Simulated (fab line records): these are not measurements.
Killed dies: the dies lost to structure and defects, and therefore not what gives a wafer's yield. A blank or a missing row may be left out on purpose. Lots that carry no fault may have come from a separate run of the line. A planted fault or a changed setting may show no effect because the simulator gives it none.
The tool behind it: which one?    flow gf180mcu    13 lots, 39 wafers sampled, at 3 steps of a route of 602

== WHAT THE GAUGES READ, wafer by wafer ==
GF_VT_IMPLANT_OVL_MEAS_40.
lot   measured      on          VT_IMPLANT_03_OVL (nm)
L918  day 7 14:26   overlay-02  -0.5 -0.1 0.2
L919  day 7 19:53   overlay-02  0.5 1.3 2.0
L920  day 8 02:48   overlay-02  -0.2 1.0 1.6
L921  day 8 08:47   overlay-01  2.1 -0.2 0.1
L922  day 8 15:50   overlay-01  -0.8 -0.8 0.1
L931  day 11 04:44  overlay-02  -1.6 -0.9 -3.4
L932  day 11 13:31  overlay-02  -2.2 -2.9 -2.0
L936  day 12 22:08  overlay-01  0.7 1.0 2.2
L937  day 13 07:44  overlay-02  0.0 -2.5 -0.2
L938  day 13 12:21  overlay-02  -0.4 -0.3 0.2
L939  day 13 19:20  overlay-02  -2.8 0.8 -0.1
L941  day 14 02:19  overlay-01  4.4 3.1 5.4
L940  day 14 04:10  overlay-01  0.5 0.3 0.1

GF_VT_IMPLANT_RS_MEAS_49: uses a four-point probe to measure.
lot   measured      on             MVPSD_RS (ohm/sq)
L918  day 7 15:17   film_metro-01  1177 1174 1175
L919  day 7 20:46   film_metro-03  1170 1164 1171
L920  day 8 03:41   film_metro-03  1165 1168 1168
L921  day 8 09:39   film_metro-01  1171 1169 1170
L922  day 8 16:41   film_metro-03  1167 1169 1167
L931  day 11 05:35  film_metro-03  1166 1167 1162
L932  day 11 14:22  film_metro-01  1171 1169 1175
L936  day 12 22:59  film_metro-02  1164 1165 1164
L937  day 13 08:37  film_metro-02  1167 1164 1167
L938  day 13 13:14  film_metro-02  1164 1165 1163
L939  day 13 20:11  film_metro-01  1176 1172 1168
L941  day 14 03:11  film_metro-03  1167 1167 1168
L940  day 14 05:02  film_metro-02  1165 1167 1166

GF_DUAL_GATE_OVL_MEAS_11.
lot   measured      on          DUAL_GATE_OVL (nm)
L918  day 8 09:19   overlay-02  1.8 0.6 -0.4
L919  day 8 15:11   overlay-01  2.5 0.9 0.3
L920  day 8 22:25   overlay-02  0.9 -0.1 1.4
L921  day 9 04:55   overlay-02  0.9 2.7 0.8
L922  day 9 11:50   overlay-01  2.1 0.0 0.9
L931  day 12 02:19  overlay-01  0.1 0.7 -0.7
L932  day 12 11:02  overlay-02  -1.5 -2.4 -0.6
L936  day 13 20:28  overlay-02  1.3 0.4 0.4
L937  day 14 06:43  overlay-01  2.5 0.4 0.8
L938  day 14 11:09  overlay-02  -0.2 -1.3 -1.9
L939  day 14 17:57  overlay-02  -2.2 -2.6 -1.5
L941  day 15 01:38  overlay-01  -0.6 1.9 0.5
L940  day 15 04:02  overlay-02  -0.8 -0.7 1.5

== WHAT TOOL EACH LOT RAN ON (gives the tool, then ch and the chambers of the sampled wafers, and finally the start) ==
There is no process step in the record ahead of these readings.

== WHAT THE TOOLS THEMSELVES READ (means of the sampled wafers that have a number; where no wafer has one, the mark that the record gives instead) ==
The record holds no such reading with a usual standard deviation.

== THE ANSWER, worked out from the rows above alone ==
Rule: the usual values come from the lots themselves. Put in order of their means at a reading, lots are off if they are a third of the lots or fewer, leave a main group of 4 or more, and stand apart from it by a gap of 3 or more times the standard deviation of the main group's means; of several such gaps the widest counts. If all means in a main group match to the digits the tables above print for the reading, that group is not used. A lot without any number at a reading at which 4 lots or more have one is off too. Where the step has rows for the other lots, those lots are counted as sound. Order of review: gauges by route order, followed by the tools' own readings, for which a lot's mean as printed above is used. The first step at which some lot is off is used, and at that step the reading that is off furthest; a lot without a number counts as furthest.
None of the lots is off at any reading shown; this tells nothing.

== WHAT HAD BEEN PUT IN BY THE SIMULATOR ==
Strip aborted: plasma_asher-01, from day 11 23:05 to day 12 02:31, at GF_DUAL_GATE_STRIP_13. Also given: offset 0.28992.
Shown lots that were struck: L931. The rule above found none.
